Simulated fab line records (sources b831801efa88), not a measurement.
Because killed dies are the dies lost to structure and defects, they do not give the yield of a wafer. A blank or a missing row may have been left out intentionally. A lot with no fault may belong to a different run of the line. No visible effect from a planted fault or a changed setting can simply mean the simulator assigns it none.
Which tool was responsible? ; flow sky130 ; route of 708 steps, sampled at 1 step: 6 lots, 18 wafers

== WHAT THE GAUGES SHOWED, per wafer ==
SKY_LI_CONTACT_THK_MEAS_23: measures by xrf.
lot;measured;on;LI_CONTACT_W_THK (nm)
L627;day 30 00:26;film metro-02;410 404 413
L631;day 31 15:16;film metro-02;412 412 412
L635;day 32 20:52;film metro-02;412 400 404
L637;day 33 15:59;film metro-01;401 399 402
L639;day 34 08:13;film metro-01;408 403 408
L647;day 36 11:28;film metro-03;400 400 401

== TOOL THAT RAN EACH LOT (tool first, then ch and the chambers of the sampled wafers, then the start) ==
Record: no process step prior to these readings.

== THE ANSWER, worked out from the rows above alone ==
Rule: the usual values come from the lots themselves. Put in order of their means at a reading, lots are off if they are a third of the lots or fewer, leave a main group of 4 or more, and stand apart from it by a gap of 3 or more times the standard deviation of the main group's means; of several such gaps the widest counts. A main group is skipped when, at the precision printed for the reading in the tables above, its means are all equal. A lot without any number at a reading at which 4 lots or more have one is off too. Any other lot the step has rows for is counted as sound.
Across all readings shown, no lot is off: no conclusion can be drawn from this.

== WHAT WAS PUT IN BY THE SIMULATOR ==
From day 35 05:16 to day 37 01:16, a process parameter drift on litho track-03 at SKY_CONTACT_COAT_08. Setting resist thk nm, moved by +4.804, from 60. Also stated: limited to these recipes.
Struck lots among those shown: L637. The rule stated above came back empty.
